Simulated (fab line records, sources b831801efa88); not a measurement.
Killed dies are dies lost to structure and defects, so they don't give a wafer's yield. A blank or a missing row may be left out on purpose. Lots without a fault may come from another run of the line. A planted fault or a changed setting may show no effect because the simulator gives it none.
A struck lot beside a sound one | flow sky130 | 34 steps out of a route of 708
Sound: wafers L902.1, L902.2, L902.4. Struck: wafers L911.1, L911.4, L911.5. The cause comes at the end.
At each step with rows: each side's tool, then ch and its chambers, then its first start. Under that, the readings that differ: sound wafers | struck wafers | difference of the means | sigmas: that difference in standard deviations of wafers without a fault.
alike: readings whose means differ by less than 2 such deviations, and words and numbers that are the same on both sides. not compared: withheld readings, readings that some wafer has no value for, bounds like >300 that may hide the same value, and numbers for which the record gives no deviation and whose values overlap.
The two part at a step that has a row with sigmas, a row that says differs or no value, or rows on one side only. Numbers that don't overlap but have no deviation are shown without sigmas and don't part them. A reading that every wafer of one side lacks parts them only if that side has two wafers or more.

first, 9 steps without rows for these wafers: SKY_METAL3_DESCUM_15 (chemistry O2, time 8 s); SKY_METAL3_ETCH_16 (etches BARC in N2/H2, stops on SiO2, time 88.2 s, target depth 60 nm); SKY_METAL3_ETCH_17 (etches SiO2 in C4F8/O2/Ar, stops on TiN, time 3.9 s, target depth 15 nm); SKY_METAL3_METAL_ETCH_18 (etches the open film in Cl2/BCl3, stops on SiO2, target depth 845 nm, time 183.1 s); SKY_METAL3_STRIP_19 (strips in O2/N2); SKY_METAL3_STRIP_20 (strips in post etch residue remover, time 1200 s); SKY_METAL3_CLEAN_21 (cleans in IPA, time 180 s); SKY_METAL3_CLEAN_22 (cleans in O3/DIW); SKY_VIA3_HDPCVD_00 (deposits SiO2, target thk 1635 nm, time 272.5 s).
SKY_VIA3_CMP_02: polishes SiO2.
  sound on cmp-02 ch 0,1,3, day 38 14:58; struck on cmp-02 ch 0,1, day 41 14:05
  alike: motor_current_A
then, 23 steps without rows for these wafers: SKY_VIA3_DEHYDRATE_04 (time 60 s); SKY_VIA3_HMDS_05 (prime time 60 s); SKY_VIA3_COAT_06 (resist thk 60 nm); SKY_VIA3_COAT_07 (resist thk 450 nm); SKY_VIA3_SOFTBAKE_08 (time 90 s); SKY_VIA3_EXPOSE_09 (exposes mask VIM3, target cd 200 nm); SKY_VIA3_PEB_10; SKY_VIA3_DEVELOP_11 (develop time 60 s); SKY_VIA3_ETCH_14 (etches BARC in N2/H2, stops on SiO2, time 45.9 s, target depth 60 nm); SKY_VIA3_ETCH_15 (etches SiO2 in C4F8/O2/Ar, stops on TiN, target depth 507 nm, time 78 s); SKY_VIA3_STRIP_16 (strips in O2/N2); SKY_VIA3_STRIP_17 (strips in post etch residue remover, time 1200 s); SKY_VIA3_CLEAN_18 (cleans in IPA, time 180 s); SKY_VIA3_CLEAN_19 (cleans in O3/DIW); SKY_VIA3_SPUTTER_20 (material TiN, target thk 20 nm, time 80 s); SKY_VIA3_CVD_21 (deposits W, target thk 390 nm, time 117.31 s); SKY_VIA3_CMP_24 (polishes, stops on SiO2, t overpolish 20 s, target thk 0 nm); SKY_METAL4_SPUTTER_00 (material Ti, target thk 15 nm, time 10 s); SKY_METAL4_SPUTTER_01 (material TiN, target thk 20 nm, time 16.7 s); SKY_METAL4_SPUTTER_02 (material AlCu, target thk 735 nm, time 39.1 s); SKY_METAL4_SPUTTER_03 (material Ti, target thk 5 nm, time 3.3 s); SKY_METAL4_SPUTTER_04 (material TiN, target thk 70 nm, time 58.3 s); SKY_CAP2M_CVD_00 (deposits SiO2, target thk 15.5 nm).
-- the record jumps here: 7 days lie between the struck wafers' starts before and after (it left off in module CAP2M and takes up again in module PAD_OPEN, whose first step shown is number 708 of the route) --
SKY_PAD_OPEN_PROBE_99:
  sound on prober-01, day 45 20:10; struck on prober-02, day 48 06:13
  reading                               | sound             | struck                                                                     | difference                   | sigmas
  hold                                  | - - -             | await_dispo/2.1h/release await_dispo/2.1h/release await_dispo/2.1h/release | no value on the sound wafers |
  defect_limited_yield (%)              | 82.5 84.3 82.5    | 65.4 59.3 62.4                                                             | -20.7                        | -11
  killed_at_M0_to_M3                    | 46 44 50          | 142 167 146                                                                | +105                         | +14
  killed_dies                           | 86 77 86          | 170 200 185                                                                | +102                         | +11
  killed_on_rim                         | 18 18 15          | 35 41 43                                                                   | +23                          | +5
  sort_bin_3_pad_short (%)              | 1.0 1.0 1.4       | 2.0 2.6 3.0                                                                | +1.4                         | +4
  sort_bin_5_function (%)               | 8.7 6.9 9.1       | 22.4 26.4 22.4                                                             | +15.5                        | +12
  sort_bin_6_memory (%)                 | 7.7 7.7 6.9       | 10.2 11.6 12.2                                                             | +3.9                         | +3
  sort_n_pass                           | 406 415 406       | 322 292 307                                                                | -102                         | -11
  sort_yield_pct (%)                    | 82.5 84.3 82.5    | 65.4 59.3 62.4                                                             | -20.7                        | -11
  model.etest.tester.sort_n_pass        | 406 415 406       | 322 292 307                                                                | -102                         |
  model.etest.tester.sort_yield_pct (%) | 82.52 84.35 82.52 | 65.45 59.35 62.4                                                           | -20.73                       |
  model.etest.tester.sort_bin_5_pct (%) | 8.74 6.911 9.146  | 22.36 26.42 22.36                                                          | +15.45                       |
  model.etest.tester.sort_bin_6_pct (%) | 7.724 7.724 6.911 | 10.16 11.59 12.2                                                           | +3.86                        |
  model.etest.tester.sort_bin_3_pct (%) | 1.016 1.016 1.423 | 2.033 2.642 3.049                                                          | +1.423                       |
  alike: killed_at_M4_up, killed_at_contacts, killed_at_front_end, killed_at_other, killed_open, killed_short

WHERE THEY PART
Only at SKY_PAD_OPEN_PROBE_99, within this record.

WHY: what the simulator had put in
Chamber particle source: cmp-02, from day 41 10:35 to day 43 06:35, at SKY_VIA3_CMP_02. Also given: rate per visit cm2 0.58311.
